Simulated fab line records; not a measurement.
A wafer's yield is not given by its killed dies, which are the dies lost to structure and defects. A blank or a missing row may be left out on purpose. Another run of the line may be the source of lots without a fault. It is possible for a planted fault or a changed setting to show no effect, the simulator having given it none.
What tool caused it? / flow gf180mcu / 18 wafers from 6 lots sampled at 4 of the route's 602 steps

## WHAT EACH GAUGE READ, for each wafer
GF_PASSIVATION_BOW_MEAS_14.
lot=L416; measured=day 29 08:46; on=filmMetro-01; PASSIVATION_BOW (um)=138 139 128
lot=L418; measured=day 29 23:40; on=filmMetro-03; PASSIVATION_BOW (um)=126 122 130
lot=L420; measured=day 30 14:58; on=filmMetro-04; PASSIVATION_BOW (um)=128 127 134
lot=L425; measured=day 32 02:17; on=filmMetro-01; PASSIVATION_BOW (um)=144 130 141
lot=L435; measured=day 34 07:55; on=filmMetro-01; PASSIVATION_BOW (um)=152 139 136
lot=L437; measured=day 34 18:16; on=filmMetro-04; PASSIVATION_BOW (um)=135 135 131

## WHICH TOOL RAN EACH LOT (tool, then ch and the chambers of the sampled wafers, then the start)
lot=L416; GF_V2_CVD_00=hdpcvd-01 ch 0,2, day 19 12:43; GF_M4_SPUTTER_03=pvdSputter-02, day 22 18:45; GF_V4_SPUTTER_21=pvdSputter-01, day 24 18:46
lot=L418; GF_V2_CVD_00=hdpcvd-01 ch 0,2, day 20 09:33; GF_M4_SPUTTER_03=pvdSputter-01, day 23 13:05; GF_V4_SPUTTER_21=pvdSputter-04, day 25 11:19
lot=L420; GF_V2_CVD_00=hdpcvd-01 ch 0,1, day 21 06:13; GF_M4_SPUTTER_03=pvdSputter-02, day 24 08:27; GF_V4_SPUTTER_21=pvdSputter-01, day 26 05:05
lot=L425; GF_V2_CVD_00=hdpcvd-01 ch 0,1,2, day 23 03:04; GF_M4_SPUTTER_03=pvdSputter-01, day 26 03:32; GF_V4_SPUTTER_21=pvdSputter-04, day 27 22:11
lot=L435; GF_V2_CVD_00=hdpcvd-01 ch 0,1,2, day 26 07:37; GF_M4_SPUTTER_03=pvdSputter-01, day 29 01:08; GF_V4_SPUTTER_21=pvdSputter-04, day 30 16:10
lot=L437; GF_V2_CVD_00=hdpcvd-02 ch 1,2, day 26 18:13; GF_M4_SPUTTER_03=pvdSputter-01, day 29 10:44; GF_V4_SPUTTER_21=pvdSputter-03, day 31 01:46
- GF_V2_CVD_00: deposits SiO2, target thk 600 nm, time 100 s.
- GF_M4_SPUTTER_03: material Ti, target thk 10 nm, time 6.7 s.
- GF_V4_SPUTTER_21: material Ti, target thk 15 nm, time 80.02 s.

## THE ANSWER, worked out from the rows above alone
Rule: the usual values come from the lots themselves. Put in order of their means at a reading, lots are off if they are a third of the lots or fewer, leave a main group of 4 or more, and stand apart from it by a gap of 3 or more times the standard deviation of the main group's means; of several such gaps the widest counts. If all means in a main group match to the digits the tables above print for the reading, that group is not used. Also off: a lot with no number at a reading for which 4 or more lots have one. Where the step has rows for the other lots, those lots are counted as sound.
Nothing can be told from this: no lot is off at any reading shown.

## WHAT THE SIMULATOR HAD PUT IN
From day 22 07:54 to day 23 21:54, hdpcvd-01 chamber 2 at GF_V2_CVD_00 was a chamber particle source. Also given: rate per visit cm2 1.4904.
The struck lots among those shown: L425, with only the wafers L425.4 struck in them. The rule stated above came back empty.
